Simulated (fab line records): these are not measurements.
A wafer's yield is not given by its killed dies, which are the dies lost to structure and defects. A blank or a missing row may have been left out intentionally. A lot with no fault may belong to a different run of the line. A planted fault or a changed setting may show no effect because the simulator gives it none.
One fault seen from 2 desks / flow gf180mcu / only its own numbers are on each desk; what lay behind them is given at the end

== DESK OF THE TOOL OWNER: cmp-02 ==
The tool's own readings at GF_V1_CMP_04 (polishes SiO2): means of the sampled wafers that have a number, for each lot that ran on this tool. Marked OUT: a lot whose mean sits more than 4 standard deviations from the usual mean, which makes it out of limits; the brackets give that distance.
Columns: A = motor_current_A at GF_V1_CMP_04, usual 12.4 A; B = platen_rpm at GF_V1_CMP_04, usual 60.00 rpm; C = retaining_ring_pressure_frac at GF_V1_CMP_04, usual 1.000; D = time_to_endpoint_s at GF_V1_CMP_04, usual 78 s
lot=L254; first seen here=day 16 21:38; A=12.4; B=59.97; C=1.000; D=77
lot=L255; first seen here=day 17 10:38; A=12.6; B=60.02; C=1.001; D=84
lot=L257; first seen here=day 18 01:26; A=12.8; B=59.98; C=1.002; D=78
lot=L264; first seen here=day 20 23:04; A=12.2; B=61.96 (+49) OUT; C=0.997; D=78
lot=L271; first seen here=day 23 11:55; A=13.5; B=59.98; C=1.002; D=79
lot=L273; first seen here=day 23 23:35; A=12.0; B=60.03; C=1.004; D=79
lot=L275; first seen here=day 24 16:29; A=12.8; B=60.03; C=0.997; D=86
This desk's finding: out of limits on L264; first on L264, day 20 23:04 (platen_rpm at GF_V1_CMP_04). Within limits: L254, L255, L257, L271, L273, L275.

== AT THE METROLOGY DESK ==
What the gauges read, lot by lot, whatever tool the lot ran on: means of the sampled wafers that have a number. Marked OUT: a lot whose mean sits more than 4 standard deviations from the usual mean, which makes it out of limits; the brackets give that distance.
Columns: A = M1_OVL at GF_M1_OVL_MEAS_15, usual -4 nm; B = V1_CVD_00_THK at GF_V1_THK_MEAS_01, usual 601 nm
lot=L254; first seen here=day 16 20:35; A=-9; B=599
lot=L255; first seen here=day 17 09:29; A=-2; B=602
lot=L257; first seen here=day 18 00:23; A=-0; B=607
lot=L258; first seen here=day 18 15:11; A=-5; B=596
lot=L263; first seen here=day 20 11:55; A=-3; B=608
lot=L264; first seen here=day 20 22:04; A=-5; B=607
lot=L269; first seen here=day 22 21:51; A=-3; B=598
lot=L271; first seen here=day 23 10:55; A=0; B=596
lot=L272; first seen here=day 23 13:31; A=-7; B=597
lot=L273; first seen here=day 23 22:35; A=-0; B=588
lot=L274; first seen here=day 24 08:52; A=-4; B=592
lot=L275; first seen here=day 24 15:29; A=-8; B=609
lot=L277; first seen here=day 25 06:32; A=2; B=610
This desk's finding: nothing out of limits on any of the 13 lots.

== TAKEN TOGETHER ==
The tool owner's desk had the chance to raise an alarm at day 20 23:04 on L264.
Nothing out of limits was seen by the metrology desk.
The metrology desk holds a record of L264, inside its limits.
All the named lots went through GF_V1_CMP_04 on cmp-02.

== WHAT THE SIMULATOR HAD INSERTED ==
cmp-02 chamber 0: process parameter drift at GF_V1_CMP_04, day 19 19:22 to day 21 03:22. A move of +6 in setting platen_rpm, from 60. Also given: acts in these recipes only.
Struck lots among those shown: L264.
Time in hours from fault onset to the first out-of-limits reading at each desk: the tool owner's desk, 28.
